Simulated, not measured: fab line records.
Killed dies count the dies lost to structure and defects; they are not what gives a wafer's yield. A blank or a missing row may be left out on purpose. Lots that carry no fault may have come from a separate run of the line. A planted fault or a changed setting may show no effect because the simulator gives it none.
One fault through the eyes of 2 desks	flow sky130	each desk has only its own numbers; what lay behind them comes last

== DESK OF THE TOOL OWNER: pvd sputter-02 ==
At SKY_METAL1_SPUTTER_01 (material TiN, target thk 20 nm, time 16.7 s) the tool's own readings: per lot run on this tool, the mean of the sampled wafers that have a number. The brackets show how far a lot's mean lies from the usual mean; more than 4 standard deviations puts the lot out of limits, marked OUT.
Columns: A = cathode dc power W at SKY_METAL1_SPUTTER_01, usual 6499.9 W; B = throttle valve pct at SKY_METAL1_SPUTTER_01, usual 30.4 %
lot	first seen here	A	B
L705	day 31 17:58	6499.3	29.8
L706	day 32 05:23	6500.2	30.5
L714	day 35 00:21	6499.4	30.5
L715	day 35 10:53	6500.7	30.5
L723	day 37 16:15	6161.2 (-99 or more) OUT	31.2
L724	day 37 21:05	6159.6 (-99 or more) OUT	30.3
This desk's finding: out of limits on L723, L724; first on L723, day 37 16:15 (cathode dc power W at SKY_METAL1_SPUTTER_01). L705, L706, L714, L715 stayed within limits.

== THE METROLOGY DESK ==
Lot by lot, what the gauges showed, no matter which tool ran the lot: averages of those sampled wafers that carry a number. The brackets show how far a lot's mean lies from the usual mean; more than 4 standard deviations puts the lot out of limits, marked OUT.
Columns: A = LI_CONTACT_W_THK at SKY_LI_CONTACT_THK_MEAS_23, usual 416 nm; B = CONTACT_HDPCVD_THK at SKY_CONTACT_THK_MEAS_03, usual 561 nm
lot	first seen here	A	B
L705	day 29 05:16	420	562
L706	day 29 12:10	417	561
L708	day 30 03:25	421	559
L710	day 30 19:11	416	561
L714	day 32 14:59	415	571
L715	day 33 03:06	412	570
L720	day 34 08:19	422	562
L722	day 35 07:30	421	566
L723	day 35 09:19	413	562
L724	day 35 14:14	424	565
L727	day 36 06:15	426	550
L728	day 36 20:39	415	553
This desk's verdict: no lot among the 12 shows anything out of limits.

== TAKEN TOGETHER ==
An alarm could have come from the tool owner's desk at day 37 16:15, on L723, L724.
Nothing out of limits was seen by the metrology desk.
The metrology desk has L723, L724 on record, within its limits.
Every lot named ran SKY_METAL1_SPUTTER_01 on pvd sputter-02.

== WHAT THE SIMULATOR HAD INSERTED ==
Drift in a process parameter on pvd sputter-02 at SKY_METAL1_SPUTTER_01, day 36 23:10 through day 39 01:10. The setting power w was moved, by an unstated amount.
Lots struck among those shown: L723, L724.
Each desk's first reading out of limits, in hours after the fault started: the tool owner's desk, 17.
